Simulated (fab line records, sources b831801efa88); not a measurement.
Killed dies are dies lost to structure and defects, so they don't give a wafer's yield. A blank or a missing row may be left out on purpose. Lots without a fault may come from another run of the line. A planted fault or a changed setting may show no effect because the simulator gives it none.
A struck lot beside a sound one | flow gf180mcu | 27 steps out of a route of 602
Sound: wafers L724.1, L724.2, L724.3. Struck: wafers L730.1, L730.3, L730.5. The cause comes at the end.
At each step with rows: each side's tool, then ch and its chambers, then its first start. Under that, the readings that differ: sound wafers | struck wafers | difference of the means | sigmas: that difference in standard deviations of wafers without a fault.
alike: readings whose means differ by less than 2 such deviations, and words and numbers that are the same on both sides. not compared: withheld readings, readings that some wafer has no value for, bounds like >300 that may hide the same value, and numbers for which the record gives no deviation and whose values overlap.
The two part at a step that has a row with sigmas, a row that says differs or no value, or rows on one side only. Numbers that don't overlap but have no deviation are shown without sigmas and don't part them. A reading that every wafer of one side lacks parts them only if that side has two wafers or more.

first, 8 steps without rows for these wafers: GF_M1_PEB_12 (peb time 90 s); GF_M1_DEVELOP_13 (develop time 60 s); GF_M1_METAL_ETCH_16 (etches the open film in Cl2/BCl3, stops on SiO2, target depth 750.8 nm, time 125.1 s); GF_M1_STRIP_17 (strips in O2/N2); GF_M1_STRIP_18 (strips in post etch residue remover, time 1200 s); GF_M1_CLEAN_19 (cleans in DIW); GF_V1_CVD_00 (deposits SiO2, target thk 600 nm, time 100 s); GF_V1_CVD_02 (deposits SiO2 from TEOS, target thk 850 nm, time 94.851 s).
GF_V1_CMP_04: polishes SiO2.
  sound on cmp-01 ch 1,2,3, day 19 14:31; struck on cmp-01 ch 0,2,3, day 21 15:28
  reading                             | sound           | struck            | difference | sigmas
  time_to_endpoint_s (s)              | 78 76 81        | 108 102 116       | +30        | +5
  model.SiO2_of_V1_CVD_02.thk_nm (nm) | 634.2 632.4 635 | 568.6 569.7 569.7 | -64.5      |
  alike: motor_current_A
then, 9 steps without rows for these wafers: GF_V1_DEHYDRATE_06 (time 60 s); GF_V1_HMDS_07 (prime time 60 s); GF_V1_COAT_08; GF_V1_COAT_09 (resist thk 1000 nm); GF_V1_SOFTBAKE_10 (time 60 s); GF_V1_EXPOSE_11 (exposes mask Via1, target cd 260 nm); GF_V1_PEB_12 (peb time 90 s); GF_V1_DEVELOP_13 (develop time 60 s); GF_V1_ETCH_16 (etches BARC in N2/H2).
GF_V1_ETCH_17: etches SiO2 in C4F8/O2/Ar, stops on TiN, target depth 630 nm.
  sound on rie_diel-02 ch 0,1,2; struck on rie_diel-04 ch 1,2
  reading                        | sound             | struck            | difference | sigmas
  oes_product_au (a.u.)          | 0.859 0.858 0.853 | 0.809 0.817 0.817 | -0.042     | -10
  model.etch.depth_nm (nm)       | 634.2 632.4 635   | 568.6 569.7 569.7 | -64.5      |
  model.V1.feature_depth_nm (nm) | 634.2 632.4 635   | 568.6 569.7 569.7 | -64.5      |
then, 6 steps without rows for these wafers: GF_V1_STRIP_18 (strips in O2/N2); GF_V1_STRIP_19 (strips in post etch residue remover, time 1200 s); GF_V1_CLEAN_20 (cleans in DIW); GF_V1_SPUTTER_21 (material Ti, target thk 15 nm, time 80.02 s); GF_V1_SPUTTER_22 (material TiN, target thk 10 nm, time 40 s); GF_V1_CVD_23 (deposits W, target thk 350 nm, time 105.05 s).
GF_V1_CMP_26: polishes, stops on SiO2, t overpolish 15 s, target thk 0 nm.
  sound on cmp-02 ch 0,2,3, day 20 16:13; struck on cmp-01 ch 1,3, day 22 15:59
  reading                             | sound             | struck            | difference | sigmas
  model.SiO2_of_V1_CVD_02.thk_nm (nm) | 630.4 628.7 631.2 | 564.9 565.9 565.9 | -64.5      |
  alike: motor_current_A
then, 1 step without rows for these wafers: GF_M2_SPUTTER_00 (material Ti, target thk 37.5 nm, time 150 s).

WHERE THEY PART
First at GF_V1_CMP_04; last, within this record, at GF_V1_ETCH_17. Later steps at which nothing parts them and some readings are alike: GF_V1_CMP_26.

WHY: what the simulator had put in
Process parameter drift: cmp-01, from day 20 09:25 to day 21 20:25, at GF_V1_CMP_04. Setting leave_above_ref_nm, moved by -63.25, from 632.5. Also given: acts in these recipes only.
